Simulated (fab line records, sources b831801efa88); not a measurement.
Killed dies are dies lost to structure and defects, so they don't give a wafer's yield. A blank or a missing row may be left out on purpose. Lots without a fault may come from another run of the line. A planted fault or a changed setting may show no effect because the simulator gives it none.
Chamber matching | flow gf180mcu | GF_CONTACT_CMP_27 on cmp-01: 4 sister chambers
The step polishes, stops on SiO2, t overpolish 15 s, target thk 0 nm. 4 wafers are shown with their chamber, then 8 later ones without.

WAFERS WITH THEIR CHAMBER
wafer  | chamber | motor_current_A (A)
L083.5 | 3       | 12.5
L085.4 | 1       | 9.1
L085.5 | 0       | 12.1
L087.2 | 2       | 9.9

WAFERS WITHOUT THEIR CHAMBER
wafer  | motor_current_A (A)
L087.4 | 9.2
L087.6 | 10.1
L095.2 | 10.7
L095.5 | 13.1
L095.6 | 10.5
L097.3 | 10.8
L097.4 | 13.2
L097.6 | 11.4

WHICH CHAMBER EACH WENT THROUGH
wafer  | from the rows above               | in truth
L087.4 | can't be placed: 1 or 2           | 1
L087.6 | can't be placed: 2 or 1           | 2
L095.2 | can't be placed: 2 or 0 or 1 or 3 | 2
L095.5 | can't be placed: 3 or 0           | 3
L095.6 | can't be placed: 2 or 1 or 0      | 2
L097.3 | can't be placed: 2 or 0 or 3 or 1 | 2
L097.4 | can't be placed: 3 or 0           | 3
L097.6 | can't be placed: 0 or 3 or 2      | 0
Placed correctly: 0 of 8. Can't be placed from these rows: 8 (the true chamber is among the candidates in 8). Placed wrongly: 0.
How it was worked out, from the rows above alone: a wafer's distance from a chamber is the root of the sum, over the readings, of the square of ((its reading less the chamber's mean) divided by the reading's scatter). The wafer belongs to the nearest chamber; if the next one is less than 2 further off, it can't be placed. A chamber's mean is the mean of its shown wafers. The scatter: with one shown wafer a chamber, the root of the mean of the squares of how far each hidden wafer lies from its nearest shown one.
